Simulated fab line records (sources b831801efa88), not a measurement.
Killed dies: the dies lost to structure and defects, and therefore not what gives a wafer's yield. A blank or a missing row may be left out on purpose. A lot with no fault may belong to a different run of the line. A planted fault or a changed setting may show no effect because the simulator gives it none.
Comparing a struck lot with a sound one | flow sky130 | 35 out of 708 route steps
Sound: these wafers, L371.3, L371.4, L371.5. Struck: wafer L383.2 (left out: L383.1, L383.5 of the same lot, which were not struck); the cause appears at the end.
Order at every step that has rows: each side's tool, ch and its chambers, its first start. Under that, the readings that differ: sound wafers | struck wafers | difference of the means | sigmas: that difference in standard deviations of wafers without a fault.
alike: readings whose means differ by less than 2 such deviations, and words and numbers that are the same on both sides. not compared: withheld readings, readings that some wafer has no value for, bounds like >300 that may hide the same value, and numbers for which the record gives no deviation and whose values overlap.
The two part at a step that has a row with sigmas, a row that says differs or no value, or rows on one side only. Non-overlapping numbers with no deviation appear without sigmas and do not part them. Lack of a reading on every wafer of one side parts them only where that side has two or more wafers.

first, 9 steps without rows for these wafers: SKY_METAL4_DESCUM_15 (chemistry O2, time 8 s); SKY_METAL4_ETCH_16 (etches BARC in N2/H2, stops on SiO2, time 88.2 s, target depth 60 nm); SKY_METAL4_ETCH_17 (etches SiO2 in C4F8/O2/Ar, stops on TiN, time 3.9 s, target depth 15 nm); SKY_METAL4_METAL_ETCH_18 (etches the open film in Cl2/BCl3, stops on SiO2, target depth 845 nm, time 183.1 s); SKY_METAL4_STRIP_19 (strips in O2/N2); SKY_METAL4_STRIP_20 (strips in post etch residue remover, time 1200 s); SKY_METAL4_CLEAN_21 (cleans in IPA, time 180 s); SKY_METAL4_CLEAN_22 (cleans in O3/DIW); SKY_VIA4_HDPCVD_00 (deposits SiO2, target thk 1750 nm, time 291.7 s).
SKY_VIA4_CMP_02: polishes SiO2.
  sound on cmp-01 ch 0,1, day 44 02:38; struck on cmp-01 ch 0, day 47 02:08
  reading                                  | sound             | struck | difference | sigmas
  model.SiO2_of_VIA4_HDPCVD_00.thk-nm (nm) | 579.5 577.8 579.9 | 637.3  | +58.2      |
  alike: motor-current-A
SKY_VIA4_BOW_MEAS_03:
  struck on film-metro-01, day 47 02:38; sound on film-metro-03, day 44 02:59
  not compared: hold, VIA4_BOW
then, 6 steps without rows for these wafers: SKY_VIA4_HMDS_05 (prime time 60 s); SKY_VIA4_COAT_06 (resist thk 1140 nm); SKY_VIA4_SOFTBAKE_07 (time 60 s); SKY_VIA4_EXPOSE_08 (exposes mask VIM4, target cd 800 nm); SKY_VIA4_PEB_09; SKY_VIA4_DEVELOP_10 (develop time 60 s).
SKY_VIA4_ETCH_12: etches SiO2 in C4F8/O2/Ar, stops on TiN, target depth 580 nm.
  sound on rie-diel-03 ch 0,2, day 45 01:07; struck on rie-diel-04 ch 0, day 47 23:07
  reading                          | sound             | struck | difference | sigmas
  oes-product-au (a.u.)            | 0.925 0.918 0.926 | 0.976  | +0.053     | +11
  model.etch.depth-nm (nm)         | 579.5 577.8 579.9 | 637.3  | +58.2      |
  model.VIA4.feature-depth-nm (nm) | 579.5 577.8 579.9 | 637.3  | +58.2      |
then, 15 steps without rows for these wafers: SKY_VIA4_STRIP_13 (strips in O2/N2); SKY_VIA4_STRIP_14 (strips in post etch residue remover, time 1200 s); SKY_VIA4_CLEAN_15 (cleans in IPA, time 180 s); SKY_VIA4_CLEAN_16 (cleans in O3/DIW); SKY_VIA4_SPUTTER_17 (material TiN, target thk 20 nm, time 80 s); SKY_VIA4_CVD_18 (deposits W, target thk 505 nm, time 152.14 s); SKY_VIA4_CMP_21 (polishes, stops on SiO2, t overpolish 25 s, target thk 0 nm); SKY_METAL5_SPUTTER_00 (material Ti, target thk 15 nm, time 10 s); SKY_METAL5_SPUTTER_01 (material TiN, target thk 20 nm, time 16.7 s); SKY_METAL5_SPUTTER_02 (material AlCu, target thk 1150 nm, time 61.2 s); SKY_METAL5_SPUTTER_03 (material Ti, target thk 5 nm, time 3.3 s); SKY_METAL5_SPUTTER_04 (material TiN, target thk 70 nm, time 58.3 s); SKY_METAL5_DEHYDRATE_07 (time 60 s); SKY_METAL5_HMDS_08 (prime time 60 s); SKY_METAL5_COAT_09 (resist thk 1800 nm).
SKY_METAL5_METAL_ETCH_15: etches the open film in Cl2/BCl3, stops on SiO2, target depth 1260 nm, time 252 s.
  sound on rie-metal-04 ch 0,1, day 45 23:15; struck on rie-metal-03 ch 0, day 48 18:37
  reading                                  | sound             | struck | difference                   | sigmas
  drypump-motor-current-A (A)              | 5.63 5.49 5.65    | 5.22   | -0.37                        | -2
  rf-hours-counter-h (h)                   | - - -             | 7      | no value on the sound wafers |
  model.SiO2_of_VIA4_HDPCVD_00.thk-nm (nm) | 548.7 547.1 549.1 | 606.2  | +57.9                        |
  alike: oes-product-au, throttle-valve-pct
SKY_PAD_OPEN_PROBE_99:
  struck on prober-01, day 50 08:09; sound on prober-02, day 47 19:35
  reading                       | sound               | struck                   | difference                   | sigmas
  hold                          | - - -               | await-dispo/2.9h/release | no value on the sound wafers |
  model.etest.via4-chain.rc-ohm | 0.782 0.7884 0.7879 | 1.127                    | +0.341                       |

WHERE THEY PART
Earliest at SKY_VIA4_ETCH_12; latest, in this record, at SKY_PAD_OPEN_PROBE_99.

WHY: what had been put in by the simulator
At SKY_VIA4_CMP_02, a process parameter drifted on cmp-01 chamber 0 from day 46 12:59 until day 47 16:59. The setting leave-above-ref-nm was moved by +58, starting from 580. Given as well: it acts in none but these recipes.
